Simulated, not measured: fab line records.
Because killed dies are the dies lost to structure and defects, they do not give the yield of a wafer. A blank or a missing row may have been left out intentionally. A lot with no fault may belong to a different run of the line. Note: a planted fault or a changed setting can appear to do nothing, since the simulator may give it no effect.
fab line records -- flow sfqLine
record: lots: 5, wafers: 15, lastDay: 85
route steps=325 shown INCOMING@1 L0@3 L0V@16 M0@28 M8@325
lots untouched by any fault: they come from a run of this same line in which no faults occurred
startH: hours from the record's first day to the start of the lot's first wafer shown -- waitH: how many hours have passed since the lot's step before this one -- " unchanged from the row above -- L1.1+2: one row covering several wafers at once -- - no value, or no start given -- * or withheld: withheld -- < > ~ a bound
route shown NAME@n: a module of which the file shows steps, and the number in the route of the first -- usual: mean/standard deviation of fault-free wafers -- same: alike in all rows -- chamber/n: place in a boat -- sites: readings site by site -- _std_site: the values' standard deviation -- _edge_site: mean of outer sites minus mean of inner sites -- radiusMm: for every site, how far away it sits from the centre of the wafer -- mask NAME#n: copy n -- behind: tool/chamber where the wafer was last shaped -- hold: reason for holding the lot/hours on hold/outcome of the hold -- device: the n, p or np transistor that did not switch -- end of line: the tests these same wafers got at the end of their route -- a step with no rows: only its recipe -- killed: count of dies lost to structure and defects at first sort (not the wafer's yield) -- map: a wafer's dies, marking killed ones x, the rest . and places with no die _
set.NAME: the run value of the setting; set.NAME@STEP: its run value at that earlier step -- model.NAME: the simulator's own value behind a step, which no gauge read
certain route steps with their lots: each step a table, each wafer a row
services: when a tool's chamber went out of use (startH, in hours from the record's first day, below 0 if earlier), for how many hours, and the reason
== steps ==
step: SFQ_INCOMING_BOW_MEAS_900
recipe: mode: bow
usual: INCOMING_BOW: 0/6.1
lot.wafer,tool,chamber,startH,waitH,INCOMING_BOW[um]
L813.1,filmMetro-02,-,15.00,-,7
L813.5,filmMetro-02,-,15.00,-,-8
L813.6,filmMetro-02,-,15.00,-,2
L827.2,filmMetro-03,-,85.02,-,5
L827.3,filmMetro-03,-,85.02,-,7
L827.5,filmMetro-03,-,85.02,-,2
L832.1,filmMetro-03,-,110.00,-,-9
L832.4,filmMetro-03,-,110.00,-,-2
L832.5,filmMetro-03,-,110.00,-,7
L834.1,filmMetro-03,-,120.00,-,3
L834.2,filmMetro-03,-,120.00,-,7
L834.3,filmMetro-03,-,120.00,-,-1
L835.2,filmMetro-04,-,125.02,-,0
L835.3,filmMetro-04,-,125.02,-,-8
L835.4,filmMetro-04,-,125.02,-,0
step: SFQ_TRILAYER_INCOMING_OXIDATION_002
recipe: tempC: 1000, ambient: H2O, targetThkA: 5000, pH2oTorr: 720, oxTimeS: 4939
step: SFQ_TRILAYER_L0_DEP_SPUTTER_003
recipe: material: MoNx_KI, basePressurePa: 1.33e-06, targetThkNm: 40, powerW: 800, timeS: 100, chamberPressurePa: 0.4
usual: basePressurePa: 1.32e-06/9.9e-08, cathodeDcPowerW: 799.98/0.15, throttleValvePct: 30.2/1.4
lot.wafer,tool,chamber,startH,waitH,basePressurePa,cathodeDcPowerW,throttleValvePct,model.MoNx_KI_of_TRILAYER_L0_DEP_SPUTTER_003.thkNm
L813.1,pvdSputter-04,-,17.49,0.0,9.3e-07,800.02,28.3,39.92
L813.5,pvdSputter-04,-,17.49,0.0,1.41e-06,799.89,31.9,39.71
L813.6,pvdSputter-04,-,17.49,0.0,1.36e-06,799.90,29.7,39.22
L827.2,pvdSputter-06,-,87.49,0.0,1.51e-06,799.81,30.8,40.49
L827.3,pvdSputter-06,-,87.49,0.0,1.4e-06,800.14,30.7,40
L827.5,pvdSputter-06,-,87.49,0.0,1.49e-06,800.20,27.5,40.65
L832.1,pvdSputter-04,-,112.49,0.0,1.24e-06,901.53,28.4,44.47
L832.4,pvdSputter-04,-,112.49,0.0,1.28e-06,799.84,32.2,39.6
L832.5,pvdSputter-04,-,112.49,0.0,1.36e-06,901.70,28.3,44.52
L834.1,pvdSputter-06,-,122.49,0.0,1.24e-06,800.02,30.6,39.92
L834.2,pvdSputter-06,-,122.49,0.0,1.61e-06,800.01,30.9,40.56
L834.3,pvdSputter-06,-,122.49,0.0,1.28e-06,799.78,27.7,40.46
L835.2,pvdSputter-03,-,127.49,0.0,1.3e-06,800.13,29.9,39.87
L835.3,pvdSputter-03,-,127.49,0.0,1.32e-06,800.00,32.1,39.67
L835.4,pvdSputter-03,-,127.49,0.0,1.41e-06,799.96,29.7,40.2
step: SFQ_L0_RS_MEAS_901
recipe: thkMeasGauge: four-point-probe, reads: MoNx_KI_of_TRILAYER_L0_DEP_SPUTTER_003
usual: L0_MONX_KI_RS: 43.6/0.51
lot.wafer,tool,chamber,startH,waitH,hold,L0_MONX_KI_RS[ohm/sq]
L813.1,filmMetro-02,-,17.56,0.0,-,43.7
L813.5,filmMetro-02,-,17.56,0.0,-,43.9
L813.6,filmMetro-02,-,17.56,0.0,-,44.4
L827.2,filmMetro-02,-,87.58,0.1,-,43.1
L827.3,filmMetro-02,-,87.58,0.1,-,43.6
L827.5,filmMetro-02,-,87.58,0.1,-,42.9
L832.1,filmMetro-04,-,112.56,0.0,awaitDispo/0.2h/release,39.1
L832.4,filmMetro-04,-,112.56,0.0,awaitDispo/0.2h/release,44.0
L832.5,filmMetro-04,-,112.56,0.0,awaitDispo/0.2h/release,39.0
L832.1,filmMetro-04,-,112.85,0.3,-,39.1
L832.4,filmMetro-04,-,112.85,0.3,-,44.0
L832.5,filmMetro-04,-,112.85,0.3,-,39.0
L834.1,filmMetro-02,-,122.56,0.0,-,43.6
L834.2,filmMetro-02,-,122.56,0.0,-,43.0
L834.3,filmMetro-02,-,122.56,0.0,-,43.1
L835.2,filmMetro-04,-,127.58,0.1,-,43.6
L835.3,filmMetro-04,-,127.58,0.1,-,43.8
L835.4,filmMetro-04,-,127.58,0.1,-,43.3
step: SFQ_L0_THK_MEAS_902
recipe: thkMeasGauge: xrf, reads: MoNx_KI_of_TRILAYER_L0_DEP_SPUTTER_003
usual: L0_MONX_KI_THK: 40.1/0.49
lot.wafer,tool,chamber,startH,waitH,hold,L0_MONX_KI_THK[nm]
L813.1,filmMetro-02,-,17.68,0.1,-,40.1
L813.5,filmMetro-02,-,17.68,0.1,-,40.1
L813.6,filmMetro-02,-,17.68,0.1,-,39.4
L827.2,filmMetro-02,-,87.69,0.1,-,40.6
L827.3,filmMetro-02,-,87.69,0.1,-,40.3
L827.5,filmMetro-02,-,87.69,0.1,-,41.1
L832.1,filmMetro-04,-,115.59,2.7,awaitDispo/0.2h/release,44.5
L832.4,filmMetro-04,-,115.59,2.7,awaitDispo/0.2h/release,39.6
L832.5,filmMetro-04,-,115.59,2.7,awaitDispo/0.2h/release,44.6
L832.1,filmMetro-04,-,115.82,0.2,-,44.5
L832.4,filmMetro-04,-,115.82,0.2,-,39.6
L832.5,filmMetro-04,-,115.82,0.2,-,44.4
L834.1,filmMetro-02,-,122.68,0.1,-,39.7
L834.2,filmMetro-02,-,122.68,0.1,-,40.4
L834.3,filmMetro-02,-,122.68,0.1,-,40.4
L835.2,filmMetro-04,-,127.69,0.1,-,40.0
L835.3,filmMetro-04,-,127.69,0.1,-,40.0
L835.4,filmMetro-04,-,127.69,0.1,-,40.5
step: SFQ_TRILAYER_L0_LITHO_COAT_005
recipe: resist: KrF, spinRpm: 3000, resistThkNm: 600
step: SFQ_TRILAYER_L0_LITHO_SOFTBAKE_009
recipe: tempC: withheld, timeS: withheld, resist: KrF
step: SFQ_TRILAYER_L0_LITHO_EXPOSE_006
recipe: maskId: L0, na: 0.6, sourceShape: conventional, sigmaOuter: 0.65, targetCdNm: 2000, doseMj: 14.4
step: SFQ_TRILAYER_L0_LITHO_PEB_008
recipe: pebTempC: 115, pebTimeS: 60, resist: KrF
step: SFQ_TRILAYER_L0_LITHO_DEVELOP_007
recipe: timeS: 60, resist: KrF
step: SFQ_TRILAYER_L0_BARC_OPEN_METAL_ETCH_010
recipe: maskMaterial: PR, chemistry: O2, targetDepthNm: 125, target: BARC, icpW: 600, biasW: 80, pressureMtorr: 10, timeS: 41.7
usual: drypumpMotorCurrentA: 5.7/0.49, oesProductAu: 0.685/0.0048
lot.wafer,tool,chamber,startH,waitH,drypumpMotorCurrentA,oesProductAu,rfHoursCounterH
L813.1,rieMetal-02,0,82.97,0.1,6.7,0.686,148
L813.5,rieMetal-02,0,82.97,0.1,6.7,0.687,-
L813.6,rieMetal-02,1,82.97,0.1,5.4,0.679,-
L827.2,rieMetal-03,0,160.52,0.1,5.2,0.687,48
L827.3,rieMetal-03,1,160.52,0.1,6.0,0.690,-
L827.5,rieMetal-03,1,160.52,0.1,6.0,0.682,-
L832.1,rieMetal-04,1,190.92,0.1,5.4,0.689,98
L832.4,rieMetal-04,0,190.92,0.1,5.8,0.684,-
L832.5,rieMetal-04,1,190.92,0.1,5.5,0.689,-
L834.1,rieMetal-02,1,201.72,0.1,5.4,0.687,152
L834.2,rieMetal-02,0,201.72,0.1,6.7,0.678,170
L834.3,rieMetal-02,0,201.72,0.1,6.6,0.680,-
L835.2,rieMetal-03,0,205.32,0.1,5.2,0.687,56
L835.3,rieMetal-03,0,205.32,0.1,5.1,0.690,-
L835.4,rieMetal-03,1,205.32,0.1,5.9,0.693,-
step: SFQ_TRILAYER_L0_ETCH_METAL_ETCH_008
recipe: target: MoNx_KI, stopOn: SiO2, maskMaterial: PR, chemistry: SF6/O2, targetDepthNm: 50, icpW: 615.5, biasW: 80, pressureMtorr: 10, timeS: 25
usual: drypumpMotorCurrentA: 5.7/0.49, oesProductAu: 0.873/0.0071
lot.wafer,tool,chamber,startH,waitH,drypumpMotorCurrentA,oesProductAu,rfHoursCounterH
L813.1,rieMetal-02,0,83.03,0.0,6.6,0.874,149
L813.5,rieMetal-02,0,83.03,0.0,6.7,0.875,-
L813.6,rieMetal-02,1,83.03,0.0,5.4,0.869,-
L827.2,rieMetal-03,0,160.58,0.0,5.2,0.883,48
L827.3,rieMetal-03,1,160.58,0.0,6.0,0.868,-
L827.5,rieMetal-03,1,160.58,0.0,6.0,0.881,-
L832.1,rieMetal-04,1,190.98,0.0,5.5,0.930,98
L832.4,rieMetal-04,0,190.98,0.0,5.8,0.869,-
L832.5,rieMetal-04,1,190.98,0.0,5.5,0.926,-
L834.1,rieMetal-02,1,201.78,0.0,5.4,0.872,152
L834.2,rieMetal-02,0,201.78,0.0,6.7,0.884,170
L834.3,rieMetal-02,0,201.78,0.0,6.7,0.879,-
L835.2,rieMetal-03,0,205.38,0.0,5.2,0.860,56
L835.3,rieMetal-03,0,205.38,0.0,5.2,0.870,-
L835.4,rieMetal-03,1,205.38,0.0,6.0,0.873,-
step: SFQ_TRILAYER_L0_STRIP_STRIP_009
recipe: gas: O2, powerW: 200, platenTempC: 40, overashFraction: 0.65, chemistry: O2, pressureMtorr: 51.68
usual: drypumpMotorCurrentA: 5.7/0.49, oesProductAu: 0.993/0.0075, platenTempC: 40.00/0.11
lot.wafer,tool,chamber,startH,waitH,drypumpMotorCurrentA,oesProductAu,platenTempC,rfHoursCounterH
L813.1,rieMetal-02,0,83.08,0.0,6.7,0.977,40.03,149
L813.5,rieMetal-02,0,83.08,0.0,6.7,0.996,40.08,-
L813.6,rieMetal-02,1,83.08,0.0,5.4,0.988,40.01,-
L827.2,rieMetal-03,0,160.63,0.0,5.2,0.999,40.08,48
L827.3,rieMetal-03,1,160.63,0.0,6.0,0.993,39.99,-
L827.5,rieMetal-03,1,160.63,0.0,6.0,0.990,39.93,-
L832.1,rieMetal-04,1,191.03,0.0,5.5,0.982,39.87,98
L832.4,rieMetal-04,0,191.03,0.0,5.8,0.985,39.96,-
L832.5,rieMetal-04,1,191.03,0.0,5.5,0.990,39.94,-
L834.1,rieMetal-02,1,201.83,0.0,5.4,0.986,39.90,152
L834.2,rieMetal-02,0,201.83,0.0,6.7,0.987,40.06,170
L834.3,rieMetal-02,0,201.83,0.0,6.7,0.992,40.18,-
L835.2,rieMetal-03,0,205.43,0.0,5.2,0.993,39.99,56
L835.3,rieMetal-03,0,205.43,0.0,5.1,0.996,40.10,-
L835.4,rieMetal-03,1,205.43,0.0,6.0,0.989,39.94,-
step: SFQ_TRILAYER_L0_STRIP_SOLV_CLEAN_010
recipe: chemistry: NMP, tempC: 70, timeS: 600
step: SFQ_TRILAYER_L0_CAP_PECVD_011
recipe: material: SiO2, tempC: 150, timeS: 13.333, pressureTorr: 2.4, rfW: 183.3, precursor: SiH4/N2O, targetThkNm: 60
usual: heaterPowerW: 87/15, showerheadVppV: 836/32, throttleValvePct: 24.9/1.5
lot.wafer,tool,chamber,startH,waitH,heaterPowerW,showerheadVppV,throttleValvePct
L813.1,pecvd-01,2,83.85,0.0,71,879,27.7
L813.5,pecvd-01,2,83.85,0.0,71,876,27.7
L813.6,pecvd-01,0,83.85,0.0,80,831,26.8
L827.2,pecvd-02,1,161.40,0.0,103,801,25.6
L827.3,pecvd-02,1,161.40,0.0,104,798,25.5
L827.5,pecvd-02,1,161.40,0.0,101,789,25.6
L832.1,pecvd-01,0,191.98,0.0,67,819,27.2
L832.4,pecvd-01,1,191.98,0.0,79,819,23.3
L832.5,pecvd-01,0,191.98,0.0,68,811,27.5
L834.1,pecvd-02,1,202.60,0.0,90,797,25.5
L834.2,pecvd-02,0,202.60,0.0,99,808,24.1
L834.3,pecvd-02,2,202.60,0.0,103,867,23.9
L835.2,pecvd-04,2,206.22,0.0,111,841,23.8
L835.3,pecvd-04,1,206.22,0.0,73,814,24.7
L835.4,pecvd-04,2,206.22,0.0,117,833,23.6
step: SFQ_TRILAYER_L0_VIA_LITHO_COAT_018
recipe: resist: BARC, spinRpm: 3000, resistThkNm: 62
step: SFQ_TRILAYER_L0_VIA_LITHO_COAT_013
recipe: resist: KrF, spinRpm: 3000, resistThkNm: 650
step: SFQ_TRILAYER_L0_VIA_LITHO_SOFTBAKE_017
recipe: tempC: withheld, timeS: withheld, resist: KrF
step: SFQ_TRILAYER_L0_VIA_LITHO_EXPOSE_014
recipe: maskId: L0V, na: 0.6, sourceShape: conventional, sigmaOuter: 0.65, targetCdNm: 700, doseMj: 21.3
step: SFQ_TRILAYER_L0_VIA_LITHO_PEB_016
recipe: pebTempC: 115, pebTimeS: 60, resist: KrF
step: SFQ_TRILAYER_L0_VIA_LITHO_DEVELOP_015
recipe: timeS: 60, resist: KrF
step: SFQ_L0V_OVL_MEAS_903
usual: L0V_OVL: 2/4.2
lot.wafer,tool,chamber,startH,waitH,L0V_OVL[nm]
L813.1,overlay-02,-,156.92,0.1,-2
L813.5,overlay-02,-,156.92,0.1,2
L813.6,overlay-02,-,156.92,0.1,2
L827.2,overlay-01,-,245.63,0.1,-5
L827.3,overlay-01,-,245.63,0.1,-1
L827.5,overlay-01,-,245.63,0.1,-5
L832.1,overlay-02,-,288.95,0.1,-3
L832.4,overlay-02,-,288.95,0.1,-1
L832.5,overlay-02,-,288.95,0.1,1
L834.1,overlay-02,-,304.55,0.1,1
L834.2,overlay-02,-,304.55,0.1,2
L834.3,overlay-02,-,304.55,0.1,2
L835.2,overlay-01,-,312.95,0.1,2
L835.3,overlay-01,-,312.95,0.1,-1
L835.4,overlay-01,-,312.95,0.1,-1
step: SFQ_TRILAYER_L0_VIA_BARC_OPEN_VIA_ETCH_021
recipe: maskMaterial: PR, chemistry: O2, targetDepthNm: 125, target: BARC, sourceW: 500, biasW: 80, pressureMtorr: 30, timeS: 41.7
step: SFQ_TRILAYER_L0_VIA_ETCH_VIA_ETCH_016
recipe: target: SiO2, stopOn: MoNx_KI, maskMaterial: PR, chemistry: CHF3, targetDepthNm: 80, sourceW: 500, biasW: 80, pressureMtorr: 30, timeS: withheld
usual: drypumpMotorCurrentA: 5.6/0.42, oesProductAu: 0.842/0.0077
lot.wafer,tool,chamber,startH,waitH,drypumpMotorCurrentA,oesProductAu
L813.1,rieDiel-03,3,157.00,0.0,5.9,0.838
L813.5,rieDiel-03,3,157.00,0.0,5.9,0.850
L813.6,rieDiel-03,2,157.00,0.0,5.7,0.840
L827.2,rieDiel-04,0,245.70,0.0,6.0,0.841
L827.3,rieDiel-04,2,245.70,0.0,5.1,0.842
L827.5,rieDiel-04,3,245.70,0.0,6.3,0.840
L832.1,rieDiel-01,2,289.02,0.0,5.1,0.832
L832.4,rieDiel-01,0,289.02,0.0,5.7,0.840
L832.5,rieDiel-01,1,289.02,0.0,5.0,0.852
L834.1,rieDiel-01,3,304.62,0.0,5.1,0.836
L834.2,rieDiel-01,0,304.62,0.0,5.8,0.830
L834.3,rieDiel-01,1,304.62,0.0,5.1,0.832
L835.2,rieDiel-04,1,313.02,0.0,6.2,0.843
L835.3,rieDiel-04,2,313.02,0.0,5.0,0.841
L835.4,rieDiel-04,0,313.02,0.0,6.0,0.854
step: SFQ_TRILAYER_L0_VIA_STRIP_STRIP_017
recipe: gas: O2, powerW: 200, platenTempC: 40, overashFraction: 0.65, chemistry: O2, pressureMtorr: 50
step: SFQ_TRILAYER_L0_VIA_STRIP_SOLV_CLEAN_018
recipe: chemistry: NMP, tempC: 70, timeS: 600
step: SFQ_TRILAYER_M0_DEP_PRE_CLEAN_020
recipe: gas: Ar, timeS: 15, biasV: 250
step: SFQ_TRILAYER_M0_DEP_SPUTTER_019
recipe: material: Nb, basePressurePa: 1.33e-06, chamberPressurePa: 0.1333, substrateTempC: 20, resputterCathodeVoltageV: 400, targetThkNm: 200, powerW: 2000, timeS: 137.7
usual: basePressurePa: 1.33e-06/9.9e-08, cathodeDcPowerW: 2000.0/0.34, throttleValvePct: 30.4/1.2
lot.wafer,tool,chamber,startH,waitH,basePressurePa,cathodeDcPowerW,throttleValvePct
L813.1,pvdSputter-04,-,157.85,0.0,1.36e-06,1999.8,29.9
L813.5,pvdSputter-04,-,157.85,0.0,1.25e-06,2000.0,32.1
L813.6,pvdSputter-04,-,157.85,0.0,1.35e-06,2000.1,28.5
L827.2,pvdSputter-03,-,246.54,0.0,1.3e-06,2000.0,31.1
L827.3,pvdSputter-03,-,246.54,0.0,1.3e-06,1999.9,29.6
L827.5,pvdSputter-03,-,246.54,0.0,1.19e-06,1999.9,32.2
L832.1,pvdSputter-05,-,289.87,0.0,1.24e-06,2000.8,30.5
L832.4,pvdSputter-05,-,289.87,0.0,1.4e-06,1999.8,28.5
L832.5,pvdSputter-05,-,289.87,0.0,1.03e-06,1999.6,30.7
L834.1,pvdSputter-05,-,305.49,0.0,1.32e-06,2000.3,28.4
L834.2,pvdSputter-05,-,305.49,0.0,1.22e-06,2000.0,30.6
L834.3,pvdSputter-05,-,305.49,0.0,1.36e-06,1999.9,30.6
L835.2,pvdSputter-04,-,313.87,0.0,1.37e-06,2000.3,28.6
L835.3,pvdSputter-04,-,313.87,0.0,1.39e-06,2000.3,32.0
L835.4,pvdSputter-04,-,313.87,0.0,1.31e-06,2000.2,32.1
step: SFQ_M0_RS_MEAS_904
recipe: thkMeasGauge: four-point-probe, reads: Nb_of_TRILAYER_M0_DEP_SPUTTER_019
usual: M0_NB_RS: 0.863/0.0096
lot.wafer,tool,chamber,startH,waitH,M0_NB_RS[ohm/sq]
L813.1,filmMetro-01,-,157.94,0.0,0.887
L813.5,filmMetro-01,-,157.94,0.0,0.867
L813.6,filmMetro-01,-,157.94,0.0,0.872
L827.2,filmMetro-01,-,246.66,0.1,0.856
L827.3,filmMetro-01,-,246.66,0.1,0.874
L827.5,filmMetro-01,-,246.66,0.1,0.867
L832.1,filmMetro-01,-,289.96,0.0,0.867
L832.4,filmMetro-01,-,289.96,0.0,0.868
L832.5,filmMetro-01,-,289.96,0.0,0.874
L834.1,filmMetro-03,-,305.58,0.0,0.858
L834.2,filmMetro-03,-,305.58,0.0,0.850
L834.3,filmMetro-03,-,305.58,0.0,0.852
L835.2,filmMetro-03,-,313.98,0.1,0.844
L835.3,filmMetro-03,-,313.98,0.1,0.851
L835.4,filmMetro-03,-,313.98,0.1,0.844
step: SFQ_TRILAYER_M0_LITHO_COAT_026
recipe: resist: BARC, spinRpm: 3000, resistThkNm: 62
step: SFQ_M8_BOW_MEAS_951
recipe: mode: bow
usual: M8_BOW: 10/9.7
lot.wafer,tool,chamber,startH,waitH,M8_BOW[um],model.etest.l0v.linkOhm,model.etest.l0.ohmSq,model.etest.l0.ohmUm
L813.1,filmMetro-03,-,1892.55,0.0,16,44.52,43.61,21.81
L813.5,filmMetro-03,-,1892.55,0.0,2,44.73,43.83,21.93
L813.6,filmMetro-03,-,1892.55,0.0,10,45.28,44.38,22.2
L827.2,filmMetro-04,-,2007.48,0.0,21,43.87,42.99,21.47
L827.3,filmMetro-04,-,2007.48,0.0,21,44.42,43.52,21.72
L827.5,filmMetro-04,-,2007.48,0.0,16,43.72,42.82,21.37
L832.1,filmMetro-01,-,2023.21,0.0,-12,40.04,39.14,19.57
L832.4,filmMetro-01,-,2023.21,0.0,-6,44.86,43.96,21.98
L832.5,filmMetro-01,-,2023.21,0.0,3,40,39.1,19.55
L834.1,filmMetro-03,-,2042.46,0.0,1,44.49,43.6,21.81
L834.2,filmMetro-03,-,2042.46,0.0,8,43.79,42.91,21.47
L834.3,filmMetro-03,-,2042.46,0.0,-1,43.91,43.03,21.54
L835.2,filmMetro-01,-,2047.27,0.0,-2,44.53,43.66,21.83
L835.3,filmMetro-01,-,2047.27,0.0,-10,44.76,43.88,21.93
L835.4,filmMetro-01,-,2047.27,0.0,-4,44.18,43.31,21.66
== services ==
tool,chamber,startH,hours,kind
rieMetal-02,-,-6.24,2.8,pm
rieDiel-01,1,-1.80,9.0,repair
pecvd-01,0,4.55,11.6,repair
rieMetal-02,0,8.15,5.0,repair
rieDiel-04,-,9.34,55.7,repair
rieDiel-01,3,28.83,2.6,repair
pecvd-02,2,59.60,7.3,repair
pecvd-02,-,65.33,0.9,repair
pecvd-02,0,73.65,4.9,repair
rieMetal-03,-,86.53,2.8,pm
rieDiel-01,0,100.35,2.7,repair
rieMetal-02,-,119.94,0.5,repair
rieMetal-02,-,121.34,2.1,repair
rieMetal-04,-,140.98,0.4,repair
rieMetal-02,-,154.85,1.2,repair
pvdSputter-04,-,192.60,4.1,repair
pvdSputter-04,-,227.65,4.7,repair
rieMetal-04,-,233.25,14.6,pm
pvdSputter-04,-,238.00,2.7,repair
pvdSputter-04,-,244.79,2.4,repair
rieMetal-04,-,251.83,2.8,pm
pvdSputter-04,-,257.93,3.6,repair
pvdSputter-04,-,270.16,1.7,repair
rieMetal-04,1,311.74,8.6,repair
== key ==
firstSign: step: SFQ_TRILAYER_L0_DEP_SPUTTER_003, reading: cathodeDcPowerW, direction: up, sigmas: 99+, usual: 799.98, struck: 901.61
effect: step: SFQ_L0_RS_MEAS_901, reading: visit, direction: added
effect: step: SFQ_L0_RS_MEAS_901, reading: L0_MONX_KI_RS, direction: down, sigmas: 8.8, usual: 43.6, struck: 39.1
effect: step: SFQ_L0_THK_MEAS_902, reading: visit, direction: added
effect: step: SFQ_L0_THK_MEAS_902, reading: L0_MONX_KI_THK, direction: up, sigmas: 9.2, usual: 40.1, struck: 44.6
effect: step: SFQ_TRILAYER_L0_ETCH_METAL_ETCH_008, reading: oesProductAu, direction: up, sigmas: 7.7, usual: 0.873, struck: 0.928
modelEffect: step: SFQ_TRILAYER_L0_DEP_SPUTTER_003, value: MoNx_KI_of_TRILAYER_L0_DEP_SPUTTER_003.thkNm, without: 39.41, struck: 44.5
modelEffect: step: SFQ_M8_BOW_MEAS_951, value: etest.l0v.linkOhm, without: 45.07, struck: 40.02
metAt SFQ_TRILAYER_L0_DEP_SPUTTER_003
struckWafers L832.1,L832.5
onsetBetween 17.49 112.49
fault: kind: processParameterDrift, tool: pvdSputter-04, chamber: -, onsetH: 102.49, steps: SFQ_TRILAYER_L0_DEP_SPUTTER_003, channel: powerW, offset: 101.68, shape: step, endH: 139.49, actsIn: theseRecipesOnly, stated: 800, scope: struckWafersOnly
